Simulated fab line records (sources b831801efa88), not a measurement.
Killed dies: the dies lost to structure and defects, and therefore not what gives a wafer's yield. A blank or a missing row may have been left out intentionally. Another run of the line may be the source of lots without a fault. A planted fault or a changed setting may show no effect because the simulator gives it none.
Matching of chambers || flow sky130 || SKY_VIA2_CMP_02 on cmp-02: 4 sister chambers
The step polishes SiO2. 4 wafers are shown with their chamber, then 12 later ones without.

## EACH WAFER AND ITS CHAMBER
{"wafer": "L088.3", "chamber": 0, "motor current A (A)": 12.2}
{"wafer": "L089.6", "chamber": 3, "motor current A (A)": 13.1}
{"wafer": "L092.2", "chamber": 1, "motor current A (A)": 11.2}
{"wafer": "L092.5", "chamber": 2, "motor current A (A)": 12.1}

## WAFERS WITH NO CHAMBER GIVEN
{"wafer": "L090.2", "motor current A (A)": 11.6}
{"wafer": "L090.3", "motor current A (A)": 14.2}
{"wafer": "L090.5", "motor current A (A)": 11.8}
{"wafer": "L091.2", "motor current A (A)": 10.9}
{"wafer": "L091.4", "motor current A (A)": 13.5}
{"wafer": "L091.5", "motor current A (A)": 12.1}
{"wafer": "L093.1", "motor current A (A)": 11.2}
{"wafer": "L093.2", "motor current A (A)": 14.0}
{"wafer": "L093.4", "motor current A (A)": 13.0}
{"wafer": "L094.1", "motor current A (A)": 11.1}
{"wafer": "L094.2", "motor current A (A)": 14.5}
{"wafer": "L094.6", "motor current A (A)": 11.8}

## WHICH CHAMBER EACH WENT THROUGH
{"wafer": "L090.2", "from the rows above": "can't be placed: 1 or 2 or 0 or 3", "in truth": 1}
{"wafer": "L090.3", "from the rows above": "can't be placed: 3 or 0 or 2", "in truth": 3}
{"wafer": "L090.5", "from the rows above": "can't be placed: 2 or 0 or 1 or 3", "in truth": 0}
{"wafer": "L091.2", "from the rows above": "can't be placed: 1 or 2 or 0", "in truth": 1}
{"wafer": "L091.4", "from the rows above": "can't be placed: 3 or 0 or 2", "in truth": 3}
{"wafer": "L091.5", "from the rows above": "can't be placed: 2 or 0 or 1 or 3", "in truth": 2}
{"wafer": "L093.1", "from the rows above": "can't be placed: 1 or 2 or 0", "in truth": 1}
{"wafer": "L093.2", "from the rows above": "can't be placed: 3 or 0 or 2", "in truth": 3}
{"wafer": "L093.4", "from the rows above": "can't be placed: 3 or 0 or 2", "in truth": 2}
{"wafer": "L094.1", "from the rows above": "can't be placed: 1 or 2 or 0", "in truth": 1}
{"wafer": "L094.2", "from the rows above": "can't be placed: 3 or 0 or 2", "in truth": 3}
{"wafer": "L094.6", "from the rows above": "can't be placed: 2 or 0 or 1 or 3", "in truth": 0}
Correctly placed: 0 of 12. Cannot be placed on the basis of these rows: 12; the candidates contain the true chamber in 12. 0 placed wrongly.
How it was worked out, from the rows above alone: a wafer's distance from a chamber is the root of the sum, over the readings, of the square of ((its reading less the chamber's mean) divided by the reading's scatter). The wafer belongs to the nearest chamber; if the next one is less than 2 further off, it can't be placed. Each chamber's mean is taken over the wafers shown for it. The scatter (one wafer shown for each chamber): square how far every hidden wafer sits from the nearest shown wafer, average those squares and take the square root.
